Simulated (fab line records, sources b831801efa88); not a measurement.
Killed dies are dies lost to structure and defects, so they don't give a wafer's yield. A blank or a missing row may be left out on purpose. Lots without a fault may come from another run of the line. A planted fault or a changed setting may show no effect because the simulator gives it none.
Which tool did it? | flow gf180mcu | 12 lots, 36 wafers sampled, at 1 step of a route of 602

WHAT THE GAUGES READ, wafer by wafer
GF_M3_THK_MEAS_06: measures by xrf.
lot  | measured     | on            | M3_ALCU_THK (nm)
L076 | day 21 00:56 | film_metro-03 | 436 434 433
L077 | day 21 09:52 | film_metro-01 | 436 432 439
L079 | day 22 09:33 | film_metro-03 | 443 442 442
L081 | day 22 20:14 | film_metro-03 | 445 441 444
L083 | day 23 17:56 | film_metro-01 | 432 433 436
L085 | day 24 08:23 | film_metro-01 | 437 440 438
L087 | day 25 06:58 | film_metro-01 | 450 448 448
L089 | day 26 00:50 | film_metro-02 | 447 441 446
L091 | day 26 07:53 | film_metro-02 | 438 439 437
L093 | day 27 02:14 | film_metro-02 | 442 439 438
L095 | day 27 08:58 | film_metro-01 | 437 437 432
L097 | day 28 02:48 | film_metro-01 | 441 434 436

WHICH TOOL RAN EACH LOT (tool, then ch and the chambers of the sampled wafers, then the start)
The record holds no process step before these readings.

THE ANSWER, worked out from the rows above alone
Rule: what is usual is taken from the lots themselves. Put in order of their means at a reading, lots are off if they are a third of the lots or fewer, leave a main group of 4 or more, and stand apart from it by a gap of 3 or more times the standard deviation of the main group's means; of several such gaps the widest counts. A main group whose means are all the same, to the digits that the tables above print for the reading, isn't used. A lot without any number at a reading at which 4 lots or more have one is off too. The other lots that the step has rows for count as sound.
No lot is off at any reading shown: from this, nothing can be told.

WHAT THE SIMULATOR HAD PUT IN
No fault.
